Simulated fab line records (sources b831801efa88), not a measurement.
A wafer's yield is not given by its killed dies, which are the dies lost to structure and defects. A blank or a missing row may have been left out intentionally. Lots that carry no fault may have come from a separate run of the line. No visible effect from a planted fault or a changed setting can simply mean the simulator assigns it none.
Code-filled problem report in 8D (eight disciplines) form ; flow gf180mcu ; the parts of the form that need people (team, actions taken, sign-off) are left out

1. PROBLEM STATEMENT
HV_LDD_4_TW at GF_HV_LDD_TW_MEAS_50 reads a mean of 520 on 1 wafer of 1 lot; wafers without a fault read 569 with a standard deviation of 3.9. That is -13 standard deviations from the usual mean.
Seen first at day 17 05:47 on filmMetro-02, wafer L902.3. Wafers with a number at this step in the record: 38, from 13 lots. By rule, "out" or "out of limits" means more than 4 standard deviations away from the usual mean. The other wafers with a number count as sound.

2. WHAT THIS IS AND IS NOT
question;is;is not
which readings at this step;HV_LDD_4_TW;-
which lots;L902;L889, L890, L891, L892, L893, L894, L895, L896, L897, L898, L899, L911
which wafers of those lots;L902.3;L902.2
read on which gauges;filmMetro-02;filmMetro-03, filmMetro-04
when;from day 17 05:47;"up to then (34 sound wafers); but 3 sound wafers of L911 came after"

3. WHAT RULES OUT EACH SUSPECT
Counting: any tool at a process step up to the reading remains a suspect provided it ran every lot that is out. Sound lots after the first of them don't rule it out here, since some wafers of a struck lot are sound.
- the gauge at GF_HV_LDD_TW_MEAS_50: ruled out. All the wafers that are out were read on filmMetro-02, but those of them that GF_HV_LDD_IMPLANT_48 has rows for are out there too, on other tools.
- implanter-01 at GF_HV_LDD_IMPLANT_48: kept. It processed L902, the lot that is out, at day 17 05:34, and its most recent sound lot before then was L896 at day 15 12:37. On those wafers its own readings are out: beamOnS, faradayCurrentUA.
Remaining after the count: implanter-01 at GF_HV_LDD_IMPLANT_48.

4. THE CAUSE (what the simulator had put in)
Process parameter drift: implanter-01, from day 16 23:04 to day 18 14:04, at GF_HV_LDD_IMPLANT_48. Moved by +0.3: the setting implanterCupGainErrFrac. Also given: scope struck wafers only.
Only this tool survived the counting.

5. SEQUENCE OF EFFECTS, ordered by route
Rows list readings where the struck wafers' mean (over those with a number) sits beyond 3 standard deviations from the usual. Only readings for which the record gives a usual standard deviation are gone through. hours: the time from each lot's start at the first step in this table that gives one to its start at this step, as a median over the lots. sigmas: the change in usual standard deviations.
hours;step;reading;usual;on struck wafers;change;sigmas
0;GF_HV_LDD_IMPLANT_48;beamEnergyKeV;24.999;25.025;+0.026;+3.1
0;GF_HV_LDD_IMPLANT_48;beamOnS;10.00 s;7.93;-2.07;-9.9
0;GF_HV_LDD_IMPLANT_48;faradayCurrentUA;169;214;+45;+13
0;GF_HV_LDD_TW_MEAS_50;HV_LDD_4_TW;569;520;-49;-13
Process steps it contains:
- GF_HV_LDD_IMPLANT_48
Later steps that measure or inspect, where all struck wafers having a row at the step show a number for every such reading and not one has moved that far: GF_V1_OVL_MEAS_15, GF_V3_CD_MEAS_14.

6. WHAT WOULD HAVE CAUGHT IT SOONER
7 hours passed between the start of the fault at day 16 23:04 and the first reading out of limits at a measuring or inspecting step in this record, taken at day 17 05:47.
The tool's own readings at GF_HV_LDD_IMPLANT_48 were out on every struck wafer that the step has a row for (beamOnS, faradayCurrentUA): an alarm limit on them would have fired on the first of those.
By day 17 05:47, every lot that is out (1) had started GF_HV_LDD_IMPLANT_48 on implanter-01. Holding the tool at that point would not have protected any of them.
